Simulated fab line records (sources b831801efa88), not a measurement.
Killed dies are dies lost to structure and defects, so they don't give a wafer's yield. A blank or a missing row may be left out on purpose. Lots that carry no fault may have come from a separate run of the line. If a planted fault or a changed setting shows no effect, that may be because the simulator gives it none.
The tool behind it: which one?	flow gf180mcu	route of 602 steps, sampled at 1 step: 6 lots, 18 wafers

## WHAT THE GAUGES READ, wafer by wafer
GF_HV_LDD_OVL_MEAS_32.
lot	measured	on	HV_LDD_02_OVL (nm)
L181	day 13 14:14	overlay-02	-0.3 -1.6 0.2
L189	day 15 19:08	overlay-01	1.2 1.6 -0.1
L191	day 16 16:02	overlay-02	3.7 2.2 3.0
L194	day 17 11:37	overlay-01	2.0 1.6 2.8
L196	day 18 05:08	overlay-02	0.0 -1.2 0.9
L198	day 18 17:23	overlay-01	1.1 1.3 -0.4

## EACH LOT AND THE TOOL THAT RAN IT (in order: tool; ch and the chambers of the sampled wafers; start)
Record: no process step prior to these readings.

## THE ANSWER, worked out from the rows above alone
Rule: usual is defined by the lots themselves. The widest of any qualifying gaps counts: lots, ordered by their means at a reading, are off when they make up no more than a third of the lots, leave a main group of 4 or more, and stand apart from it by 3 or more times the standard deviation of that group's means. The tables above print the reading to a certain number of digits; a main group whose means all agree to those digits is not used. Also off: a lot with no number at a reading for which 4 or more lots have one. Where the step has rows for the other lots, those lots are counted as sound.
Across all readings shown, no lot is off: no conclusion can be drawn from this.

## WHAT THE SIMULATOR HAD INSERTED
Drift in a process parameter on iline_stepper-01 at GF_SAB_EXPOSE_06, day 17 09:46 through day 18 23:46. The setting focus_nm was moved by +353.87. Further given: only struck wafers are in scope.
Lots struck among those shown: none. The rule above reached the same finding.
